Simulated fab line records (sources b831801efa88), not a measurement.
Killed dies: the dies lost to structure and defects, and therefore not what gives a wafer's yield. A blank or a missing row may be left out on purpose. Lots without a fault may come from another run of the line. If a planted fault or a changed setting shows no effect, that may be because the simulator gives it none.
What tool caused it? :: flow sky130 :: 7 lots, 21 wafers sampled, at 3 steps of a route of 708

WHAT THE GAUGES READ, wafer by wafer
SKY_METAL1_OVL_MEAS_16.
lot: L578
measured: day 33 06:14
on: overlay-01
METAL1_OVL (nm): 10 7 6

lot: L580
measured: day 34 09:15
on: overlay-01
METAL1_OVL (nm): 2 -1 -1

lot: L581
measured: day 34 21:24
on: overlay-02
METAL1_OVL (nm): 2 8 5

lot: L583
measured: day 35 12:05
on: overlay-01
METAL1_OVL (nm): 2 6 9

lot: L590
measured: day 37 04:20
on: overlay-02
METAL1_OVL (nm): -6 -4 -2

lot: L595
measured: day 38 16:17
on: overlay-01
METAL1_OVL (nm): 0 7 0

lot: L597
measured: day 39 11:07
on: overlay-02
METAL1_OVL (nm): 2 3 11

WHAT TOOL EACH LOT RAN ON (gives the tool, then ch and the chambers of the sampled wafers, and finally the start)
lot: L578
SKY_CONTACT_ETCH_17: rie diel-04 ch 0,1,2, day 32 01:09
SKY_METAL1_SPUTTER_03: pvd sputter-01, day 32 02:36

lot: L580
SKY_CONTACT_ETCH_17: rie diel-02 ch 1,2,3, day 33 04:14
SKY_METAL1_SPUTTER_03: pvd sputter-04, day 33 05:42

lot: L581
SKY_CONTACT_ETCH_17: rie diel-01 ch 1,3, day 33 16:13
SKY_METAL1_SPUTTER_03: pvd sputter-04, day 33 17:40

lot: L583
SKY_CONTACT_ETCH_17: rie diel-01 ch 0,3, day 34 07:32
SKY_METAL1_SPUTTER_03: pvd sputter-01, day 34 08:56

lot: L590
SKY_CONTACT_ETCH_17: rie diel-04 ch 0,1, day 36 00:37
SKY_METAL1_SPUTTER_03: pvd sputter-04, day 36 02:02

lot: L595
SKY_CONTACT_ETCH_17: rie diel-02 ch 1,2,3, day 37 13:40
SKY_METAL1_SPUTTER_03: pvd sputter-01, day 37 15:04

lot: L597
SKY_CONTACT_ETCH_17: rie diel-04 ch 0,2, day 38 08:10
SKY_METAL1_SPUTTER_03: pvd sputter-04, day 38 09:34
- SKY_CONTACT_ETCH_17: etches SiO2 in C4F8/O2/Ar, stops on Si3N4, target depth 340 nm.
- SKY_METAL1_SPUTTER_03: material Ti, target thk 5 nm, time 3.3 s.

THE ANSWER, worked out from the rows above alone
Rule: the usual values come from the lots themselves. Put in order of their means at a reading, lots are off if they are a third of the lots or fewer, leave a main group of 4 or more, and stand apart from it by a gap of 3 or more times the standard deviation of the main group's means; of several such gaps the widest counts. Not used: any main group whose means are identical at the precision the tables above print for the reading. A lot without any number at a reading at which 4 lots or more have one is off too. Where the step has rows for the other lots, those lots are counted as sound.
Across all readings shown, no lot is off: no conclusion can be drawn from this.

WHAT THE SIMULATOR PUT IN
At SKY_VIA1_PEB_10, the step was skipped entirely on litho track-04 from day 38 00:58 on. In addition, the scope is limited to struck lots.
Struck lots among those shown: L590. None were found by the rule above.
